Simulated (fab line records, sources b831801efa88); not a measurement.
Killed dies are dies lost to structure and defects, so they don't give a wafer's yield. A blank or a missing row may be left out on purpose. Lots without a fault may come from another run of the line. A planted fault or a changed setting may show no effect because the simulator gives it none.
A struck lot beside a sound one | flow sky130 | 17 steps out of a route of 708
Sound: wafers L795.1, L795.3, L795.5. Struck: wafer L798.5. (L798.3, L798.4 of the same lot were not struck and are left out.) The cause comes at the end.
At each step with rows: each side's tool, then ch and its chambers, then its first start. Under that, the readings that differ: sound wafers | struck wafers | difference of the means | sigmas: that difference in standard deviations of wafers without a fault.
alike: readings whose means differ by less than 2 such deviations, and words and numbers that are the same on both sides. not compared: withheld readings, readings that some wafer has no value for, bounds like >300 that may hide the same value, and numbers for which the record gives no deviation and whose values overlap.
The two part at a step that has a row with sigmas, a row that says differs or no value, or rows on one side only. Numbers that don't overlap but have no deviation are shown without sigmas and don't part them. A reading that every wafer of one side lacks parts them only if that side has two wafers or more.

first, 3 steps without rows for these wafers: SKY_METAL4_CLEAN_21 (cleans in IPA, time 180 s); SKY_METAL4_CLEAN_22 (cleans in O3/DIW); SKY_VIA4_HDPCVD_00 (deposits SiO2, target thk 1750 nm, time 291.7 s).
SKY_VIA4_THK_MEAS_01:
  sound on film_metro-01, day 43 10:08; struck on film_metro-03, day 44 00:58
  alike: VIA4_HDPCVD_THK
SKY_VIA4_CMP_02: polishes SiO2.
  sound on cmp-02 ch 2,3, day 43 10:12; struck on cmp-02 ch 3, day 44 01:07
  alike: head_pressure_psi, motor_current_A
SKY_VIA4_BOW_MEAS_03:
  sound on film_metro-03, day 43 10:30; struck on film_metro-01, day 44 01:24
  alike: VIA4_BOW
then, 6 steps without rows for these wafers: SKY_VIA4_DEHYDRATE_04 (time 60 s); SKY_VIA4_HMDS_05 (prime time 60 s); SKY_VIA4_COAT_06 (resist thk 1140 nm); SKY_VIA4_SOFTBAKE_07 (time 60 s); SKY_VIA4_EXPOSE_08 (exposes mask VIM4, target cd 800 nm); SKY_VIA4_PEB_09.
SKY_VIA4_DEVELOP_10: develop time 60 s.
  sound on litho_track-01 ch 0, day 44 09:43; struck on litho_track-01 ch 0, day 45 00:25
SKY_VIA4_OVL_MEAS_11:
  sound on overlay-01, day 44 09:52; struck on overlay-02, day 45 00:32
  alike: VIA4_OVL
SKY_VIA4_ETCH_12: etches SiO2 in C4F8/O2/Ar, stops on TiN, target depth 580 nm.
  sound on rie_diel-01 ch 0,1,3, day 44 09:54; struck on rie_diel-01 ch 2, day 45 00:33
  reading               | sound             | struck | difference | sigmas
  oes_product_au (a.u.) | 0.918 0.927 0.925 | 0.933  | +0.010     | +2
  model.VIA4.cd_nm (nm) | 802.9 804.7 804.7 | 784.7  | -19.4      |
SKY_VIA4_STRIP_13: strips in O2/N2.
  sound on plasma_asher-01 ch 0,1, day 44 09:59; struck on plasma_asher-04 ch 1, day 45 00:40
  alike: drypump_motor_current_A, oes_product_au, strip_time_to_endpoint_s
  not compared: rf_hours_counter_h
SKY_PAD_OPEN_PROBE_99:
  the record has rows for the sound wafers here (prober-02, day 47 05:33) and none for the struck ones

WHERE THEY PART
First at SKY_VIA4_ETCH_12; last, within this record, at SKY_PAD_OPEN_PROBE_99.

WHY: what the simulator had put in
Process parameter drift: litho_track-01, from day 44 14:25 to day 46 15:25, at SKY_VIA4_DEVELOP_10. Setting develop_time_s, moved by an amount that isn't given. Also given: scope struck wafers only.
